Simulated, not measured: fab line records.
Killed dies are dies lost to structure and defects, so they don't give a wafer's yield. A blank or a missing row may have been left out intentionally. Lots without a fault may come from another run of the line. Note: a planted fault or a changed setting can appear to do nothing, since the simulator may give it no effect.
Chamber matching + flow sky130 + SKY_FIELD_ISO_CMP_27 on cmp-02 has 4 sister chambers
The step polishes, stops on Si3N4, t overpolish 16 s, target thk 457.8 nm. 4 wafers are shown with their chamber, then 12 later ones without.

## WAFERS, EACH WITH ITS CHAMBER
| wafer  | chamber | motor current A (A) |
|--------|---------|---------------------|
| L123.2 | 3       | 9.6                 |
| L126.1 | 1       | 11.8                |
| L126.4 | 2       | 10.5                |
| L126.6 | 0       | 12.9                |

## WAFERS WHOSE CHAMBER IS MISSING
| wafer  | motor current A (A) |
|--------|---------------------|
| L127.1 | 10.2                |
| L127.2 | 9.8                 |
| L127.3 | 13.5                |
| L128.1 | 13.6                |
| L128.2 | 10.2                |
| L128.6 | 10.7                |
| L129.1 | 11.6                |
| L129.2 | 13.0                |
| L129.6 | 11.0                |
| L131.3 | 9.7                 |
| L131.4 | 11.0                |
| L131.5 | 11.5                |

## WHICH CHAMBER EACH WENT THROUGH
| wafer  | from the rows above     | in truth |
|--------|-------------------------|----------|
| L127.1 | can't be placed: 2 or 3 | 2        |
| L127.2 | can't be placed: 3 or 2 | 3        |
| L127.3 | 0                       | 0        |
| L128.1 | 0                       | 0        |
| L128.2 | can't be placed: 2 or 3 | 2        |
| L128.6 | 2                       | 2        |
| L129.1 | 1                       | 1        |
| L129.2 | 0                       | 0        |
| L129.6 | can't be placed: 2 or 1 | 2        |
| L131.3 | can't be placed: 3 or 2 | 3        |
| L131.4 | can't be placed: 2 or 1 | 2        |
| L131.5 | can't be placed: 1 or 2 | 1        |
Correctly placed: 5 of 12. From these rows, 7 cannot be placed; in 7 the true chamber is one of the candidates. Number placed wrongly: 0.
How it was worked out, from the rows above alone: a wafer's distance from a chamber is the root of the sum, over the readings, of the square of ((its reading less the chamber's mean) divided by the reading's scatter). If the next closest chamber is less than 2 further off than the closest, the wafer can't be placed; otherwise it belongs to the closest. A chamber's mean is the mean of its shown wafers. The scatter: root of mean squared gap, hidden wafer to nearest shown wafer, with one shown wafer a chamber.
